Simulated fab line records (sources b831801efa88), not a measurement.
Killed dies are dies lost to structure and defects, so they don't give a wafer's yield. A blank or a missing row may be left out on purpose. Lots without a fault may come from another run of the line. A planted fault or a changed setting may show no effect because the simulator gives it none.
fab line records -- flow sky130
record lots=7, wafers=21, last_day=50
route steps=708 shown METAL5@669 PASSIVATION@681
lots with no fault: from the same line, run without faults
start_h: hours from the record's first day to the start of the lot's first wafer shown -- wait_h: hours elapsed since this lot's preceding step -- " same as the row above -- L1.1+2: a row that stands for several wafers -- - no value, or no start given -- * or withheld: withheld -- < > ~ a bound
route shown NAME@n: a module of which the file shows steps, and the number in the route of the first -- usual: average and standard deviation across the fault-free wafers -- same: alike in all rows -- chamber/n: place in a boat -- sites: the reading at each site -- _std_site: the standard deviation of these -- _edge_site: mean of outer sites minus mean of inner sites -- radius_mm: for every site, how far away it sits from the centre of the wafer -- mask NAME#n: copy n -- behind: the last tool/chamber to shape the wafer -- hold: what put the lot on hold/how long, in hours/how the hold closed -- device: which transistor (n, p or np) failed to switch -- end of line: the tests these same wafers got at the end of their route -- for a step that has no rows: nothing shown but its recipe -- killed: count of dies lost to structure and defects at first sort (not the wafer's yield) -- map: the dies of a wafer, with x for killed, . for not killed, _ for no die there
set.NAME: the run value of the setting; set.NAME@STEP: its run value at that earlier step -- model.NAME: the simulator's own value behind a step, which no gauge read
lots at selected steps of the route; one table per step, one row per wafer
services: when a tool's chamber went out of use (start_h, in hours from the record's first day, below 0 if earlier), for how many hours, and the reason
## steps
# step SKY_METAL5_HMDS_08
# recipe prime_time_s=60, prime_temp_c=120
# step SKY_METAL5_COAT_09
# recipe resist=NOVOLAK, spin_rpm=3000, resist_thk_nm=1800
# step SKY_METAL5_SOFTBAKE_10
# recipe temp_c=90, time_s=60, resist=NOVOLAK
# step SKY_METAL5_EXPOSE_11
# recipe mask_id=MM5, na=0.6, source_shape=conventional, sigma_outer=0.6, polarization=unpolarized, target_cd_nm=1600, dose_mj=190
# step SKY_METAL5_PEB_12
# recipe temp_c=withheld, time_s=*, resist=NOVOLAK
# step SKY_METAL5_DEVELOP_13
# recipe resist=NOVOLAK, developer=TMAH, develop_time_s=60, dev_temp_c=23
# step SKY_METAL5_DESCUM_14
# recipe chemistry=O2, source_power_w=150, bias_power_w=0, pressure_mtorr=10, temp_c=40, time_s=11
# usual drypump_motor_current_A=5.9/0.52, oes_product_au=1.008/0.012
lot.wafer,tool,chamber,start_h,wait_h,drypump_motor_current_A,oes_product_au,rf_hours_counter_h
L642.1,rie_metal-03,0,1036.60,0.1,5.7,1.001,15
L642.3,rie_metal-03,0,1036.60,0.1,5.6,0.995,-
L642.5,rie_metal-03,1,1036.60,0.1,6.5,0.996,-
L648.2,rie_metal-01,1,1074.11,0.1,6.6,1.022,18
L648.3,rie_metal-01,0,1074.11,0.1,5.6,1.001,-
L648.6,rie_metal-01,0,1074.11,0.1,5.6,1.002,-
L652.2,rie_metal-04,0,1101.84,0.1,5.1,1.030,17
L652.5,rie_metal-04,1,1101.84,0.1,5.8,1.014,-
L652.6,rie_metal-04,0,1101.84,0.1,5.1,1.031,-
L655.1,rie_metal-03,1,1114.09,0.1,6.5,1.000,10
L655.2,rie_metal-03,0,1114.09,0.1,5.6,1.006,20
L655.5,rie_metal-03,0,1114.09,0.1,5.6,1.005,-
L656.1,rie_metal-01,1,1117.76,0.1,6.6,1.002,22
L656.2,rie_metal-01,0,1117.76,0.1,5.6,0.994,18
L656.5,rie_metal-01,1,1117.76,0.1,6.6,1.008,-
L663.1,rie_metal-01,1,1160.11,0.1,6.6,1.001,26
L663.3,rie_metal-01,0,1160.11,0.1,5.6,0.998,-
L663.6,rie_metal-01,1,1160.11,0.1,6.6,0.996,-
L664.4,rie_metal-01,1,1161.96,0.1,6.6,1.008,-
L664.5,rie_metal-01,0,1161.96,0.1,5.6,1.006,-
L664.6,rie_metal-01,1,1161.96,0.1,6.6,1.003,-
# step SKY_METAL5_METAL_ETCH_15
# recipe target_depth_a=12600, stop_on=SiO2, over_etch_frac=0.2, time_s=252, chemistry=Cl2/BCl3, resist_sidewall_deg=86, pressure_mtorr=10, icp_w=900, bias_w=48.5, Cl2_flow_sccm=60, bcl3_flow_sccm=30
# usual drypump_motor_current_A=5.9/0.52, oes_product_au=0.894/0.0055, throttle_valve_pct=22.265/0.009
lot.wafer,tool,chamber,start_h,wait_h,drypump_motor_current_A,oes_product_au,rf_hours_counter_h,throttle_valve_pct
L642.1,rie_metal-03,0,1036.63,0.0,5.6,0.895,15,22.266
L642.3,rie_metal-03,0,1036.63,0.0,5.6,0.897,-,22.256
L642.5,rie_metal-03,1,1036.63,0.0,6.5,0.893,-,22.261
L648.2,rie_metal-01,1,1074.14,0.0,6.6,0.891,18,22.256
L648.3,rie_metal-01,0,1074.14,0.0,5.6,0.890,-,22.266
L648.6,rie_metal-01,0,1074.14,0.0,5.6,0.902,-,22.253
L652.2,rie_metal-04,0,1101.88,0.0,5.1,0.894,17,22.254
L652.5,rie_metal-04,1,1101.88,0.0,5.8,0.884,-,22.268
L652.6,rie_metal-04,0,1101.88,0.0,5.1,0.890,-,22.258
L655.1,rie_metal-03,1,1114.13,0.0,6.5,0.898,10,22.273
L655.2,rie_metal-03,0,1114.13,0.0,5.6,0.894,20,22.267
L655.5,rie_metal-03,0,1114.13,0.0,5.6,0.891,-,22.253
L656.1,rie_metal-01,1,1117.79,0.0,6.6,0.889,22,22.266
L656.2,rie_metal-01,0,1117.79,0.0,5.6,0.892,18,22.292
L656.5,rie_metal-01,1,1117.79,0.0,6.6,0.887,-,22.277
L663.1,rie_metal-01,1,1160.14,0.0,6.6,0.898,26,22.282
L663.3,rie_metal-01,0,1160.14,0.0,5.6,0.889,-,22.254
L663.6,rie_metal-01,1,1160.14,0.0,6.6,0.892,-,22.267
L664.4,rie_metal-01,1,1162.06,0.1,6.6,0.897,-,22.250
L664.5,rie_metal-01,0,1162.06,0.1,5.6,0.892,-,22.250
L664.6,rie_metal-01,1,1162.06,0.1,6.6,0.894,-,22.264
# step SKY_METAL5_STRIP_16
# recipe chemistry=O2/N2, power_w=1400, pressure_mtorr=1500, platen_temp_c=withheld, o2_flow_sccm=3000, n2_flow_sccm=300, overash_fraction=0.5
# usual drypump_motor_current_A=5.7/0.41, oes_product_au=0.710/0.0043, strip_time_to_endpoint_s=12.94/0.15
lot.wafer,tool,chamber,start_h,wait_h,drypump_motor_current_A,oes_product_au,rf_hours_counter_h,strip_time_to_endpoint_s
L642.1,plasma_asher-03,1,1036.87,0.2,5.7,0.708,61,13.23
L642.3,plasma_asher-03,0,1036.87,0.2,5.3,0.707,-,13.16
L642.5,plasma_asher-03,0,1036.87,0.2,5.3,0.704,-,13.09
L648.2,plasma_asher-02,1,1074.38,0.2,6.4,0.713,32,12.78
L648.3,plasma_asher-02,1,1074.38,0.2,6.5,0.712,-,12.99
L648.6,plasma_asher-02,1,1074.38,0.2,6.5,0.713,-,13.00
L652.2,plasma_asher-01,1,1102.11,0.2,5.4,0.711,101,12.67
L652.5,plasma_asher-01,1,1102.11,0.2,5.4,0.715,-,12.96
L652.6,plasma_asher-01,0,1102.11,0.2,5.5,0.709,-,12.75
L655.1,plasma_asher-01,1,1114.36,0.2,5.4,0.703,102,13.14
L655.2,plasma_asher-01,0,1114.36,0.2,5.5,0.707,102,13.06
L655.5,plasma_asher-01,1,1114.36,0.2,5.4,0.700,-,12.99
L656.1,plasma_asher-01,0,1118.03,0.2,5.5,0.710,103,12.81
L656.2,plasma_asher-01,1,1118.03,0.2,5.4,0.696,103,13.00
L656.5,plasma_asher-01,1,1118.03,0.2,5.4,0.710,-,12.78
L663.1,plasma_asher-03,1,1160.38,0.2,5.7,0.712,73,12.95
L663.3,plasma_asher-03,1,1160.38,0.2,5.7,0.712,-,13.10
L663.6,plasma_asher-03,0,1160.38,0.2,5.3,0.709,-,13.04
L664.4,plasma_asher-03,1,1162.25,0.1,5.7,0.706,-,13.04
L664.5,plasma_asher-03,0,1162.25,0.1,5.3,0.708,-,13.08
L664.6,plasma_asher-03,1,1162.25,0.1,5.7,0.708,-,12.97
# step SKY_METAL5_STRIP_17
# recipe chemistry=post_etch_residue_remover, time_s=1200, temp_c=72.5
# step SKY_METAL5_CLEAN_18
# recipe chemistry=IPA, time_s=180, temp_c=25
# step SKY_METAL5_CLEAN_19
# recipe chemistry=O3/DIW, dry=n2_spin
# step SKY_PASSIVATION_CVD_00
# recipe material=SiO2, target_thk_nm=90, temp_c=400, time_s=withheld, rf_w=600
# usual heater_power_outer_w=369/45, heater_power_w=636/81
lot.wafer,tool,chamber,start_h,wait_h,heater_power_outer_w,heater_power_w
L642.1,pecvd-04,2,1037.49,0.0,355,655
L642.3,pecvd-04,1,1037.49,0.0,394,711
L642.5,pecvd-04,1,1037.49,0.0,387,721
L648.2,pecvd-03,1,1074.98,0.0,362,640
L648.3,pecvd-03,2,1074.98,0.0,381,580
L648.6,pecvd-03,1,1074.98,0.0,369,636
L652.2,pecvd-04,1,1102.85,0.0,400,730
L652.5,pecvd-04,0,1102.85,0.0,472,711
L652.6,pecvd-04,1,1102.85,0.0,391,707
L655.1,pecvd-04,0,1114.96,0.0,429,695
L655.2,pecvd-04,1,1114.96,0.0,366,657
L655.5,pecvd-04,0,1114.96,0.0,437,691
L656.1,pecvd-04,0,1118.62,0.0,412,651
L656.2,pecvd-04,2,1118.62,0.0,383,703
L656.5,pecvd-04,2,1118.62,0.0,390,706
L663.1,pecvd-02,2,1160.98,0.0,309,557
L663.3,pecvd-02,1,1160.98,0.0,427,762
L663.6,pecvd-02,0,1160.98,0.0,308,486
L664.4,pecvd-03,0,1162.86,0.0,384,638
L664.5,pecvd-03,1,1162.86,0.0,352,614
L664.6,pecvd-03,2,1162.86,0.0,384,592
# step SKY_PASSIVATION_THK_MEAS_01
# recipe reads=SiO2_of_PASSIVATION_CVD_00
# usual PASSIVATION_CVD_00_THK=89.6/1.5
lot.wafer,tool,chamber,start_h,wait_h,hold,PASSIVATION_CVD_00_THK[nm]
L642.1,film_metro-04,-,1037.51,-,-,86.7
L642.3,film_metro-04,-,1037.51,-,-,87.6
L642.5,film_metro-04,-,1037.51,-,-,88.3
L648.2,film_metro-04,-,1075.01,-,-,89.3
L648.3,film_metro-04,-,1075.01,-,-,87.2
L648.6,film_metro-04,-,1075.01,-,-,91.4
L652.2,film_metro-03,-,1102.88,-,await_dispo/0.2h/release,87.2
L652.5,film_metro-03,-,1102.88,-,await_dispo/0.2h/release,82.5
L652.6,film_metro-03,-,1102.88,-,await_dispo/0.2h/release,89.0
L652.2,film_metro-03,-,1103.11,0.2,-,87.2
L652.5,film_metro-03,-,1103.11,0.2,-,82.6
L652.6,film_metro-03,-,1103.11,0.2,-,88.9
L655.1,film_metro-03,-,1114.98,-,await_dispo/0.2h/release,79.7
L655.2,film_metro-03,-,1114.98,-,await_dispo/0.2h/release,88.0
L655.5,film_metro-03,-,1114.98,-,await_dispo/0.2h/release,81.8
L655.1,film_metro-03,-,1115.32,0.3,-,79.8
L655.2,film_metro-03,-,1115.32,0.3,-,87.9
L655.5,film_metro-03,-,1115.32,0.3,-,81.8
L656.1,film_metro-02,-,1118.64,-,await_dispo/0.2h/release,81.9
L656.2,film_metro-02,-,1118.64,-,await_dispo/0.2h/release,88.4
L656.5,film_metro-02,-,1118.64,-,await_dispo/0.2h/release,89.7
L656.1,film_metro-02,-,1118.97,0.3,-,81.9
L656.2,film_metro-02,-,1118.97,0.3,-,88.5
L656.5,film_metro-02,-,1118.97,0.3,-,89.6
L663.1,film_metro-04,-,1161.00,-,-,89.5
L663.3,film_metro-04,-,1161.00,-,-,87.8
L663.6,film_metro-04,-,1161.00,-,-,91.3
L664.4,film_metro-03,-,1162.90,-,-,90.1
L664.5,film_metro-03,-,1162.90,-,-,91.2
L664.6,film_metro-03,-,1162.90,-,-,89.5
# step SKY_PASSIVATION_CVD_02
# recipe material=Si3N4, target_thk_nm=540, temp_c=400, time_s=withheld, rf_w=450
# usual heater_power_outer_w=411/53, heater_power_w=688/89
lot.wafer,tool,chamber,start_h,wait_h,hold,heater_power_outer_w,heater_power_w
L642.1,pecvd-03,1,1037.57,0.1,-,463,776
L642.3,pecvd-03,0,1037.57,0.1,-,445,734
L642.5,pecvd-03,2,1037.57,0.1,-,427,645
L648.2,pecvd-02,2,1075.06,0.0,-,407,672
L648.3,pecvd-02,1,1075.06,0.0,-,412,732
L648.6,pecvd-02,1,1075.06,0.0,-,429,795
L652.2,pecvd-02,0,1105.14,2.0,await_dispo/2.0h/release,333,518
L652.5,pecvd-02,2,1105.14,2.0,await_dispo/2.0h/release,307,551
L652.6,pecvd-02,1,1105.14,2.0,await_dispo/2.0h/release,444,779
L655.1,pecvd-03,1,1117.37,2.0,await_dispo/2.0h/release,452,767
L655.2,pecvd-03,0,1117.37,2.0,await_dispo/2.0h/release,406,658
L655.5,pecvd-03,2,1117.37,2.0,await_dispo/2.0h/release,382,577
L656.1,pecvd-02,2,1120.19,1.2,await_dispo/1.2h/release,408,684
L656.2,pecvd-02,0,1120.19,1.2,await_dispo/1.2h/release,314,482
L656.5,pecvd-02,2,1120.19,1.2,await_dispo/1.2h/release,307,551
L663.1,pecvd-04,2,1161.06,0.1,-,350,654
L663.3,pecvd-04,0,1161.06,0.1,-,482,767
L663.6,pecvd-04,0,1161.06,0.1,-,386,621
L664.4,pecvd-04,0,1163.04,0.1,-,496,755
L664.5,pecvd-04,1,1163.04,0.1,-,399,715
L664.6,pecvd-04,2,1163.04,0.1,-,426,759
## services
tool,chamber,start_h,hours,kind
pecvd-03,1,1046.14,2.1,scheduled_down
pecvd-04,-,1056.27,1.8,repair
pecvd-04,2,1063.67,2.1,scheduled_down
plasma_asher-01,-,1069.34,1.6,repair
plasma_asher-02,-,1072.80,1.4,repair
rie_metal-03,0,1088.10,6.9,repair
pecvd-04,1,1089.23,7.1,repair
pecvd-04,0,1097.26,2.1,scheduled_down
rie_metal-01,0,1111.80,1.5,repair
rie_metal-04,0,1113.05,9.0,repair
rie_metal-03,0,1126.95,3.8,repair
pecvd-03,0,1127.73,6.3,repair
pecvd-03,2,1128.71,5.5,scheduled_down
## key
first_sign step=SKY_PASSIVATION_THK_MEAS_01, reading=visit, direction=added
effect step=SKY_PASSIVATION_THK_MEAS_01, reading=PASSIVATION_CVD_00_THK, direction=down, sigmas=5.2, usual=89.6, struck=81.5
effect step=SKY_PASSIVATION_CVD_02, reading=hold, direction=added
met_at SKY_PASSIVATION_CVD_00
struck_wafers L652.5,L655.1,L655.5,L656.1
fault kind=site_profile_drift, tool=pecvd-04, chamber=0, onset_h=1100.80, steps=SKY_PASSIVATION_CVD_00, basis=fraction, max_abs_drift=0.21504, slope_share_per_hr=107.52, site_pattern=0,0,0,0,0,-1,-1,-1,-1
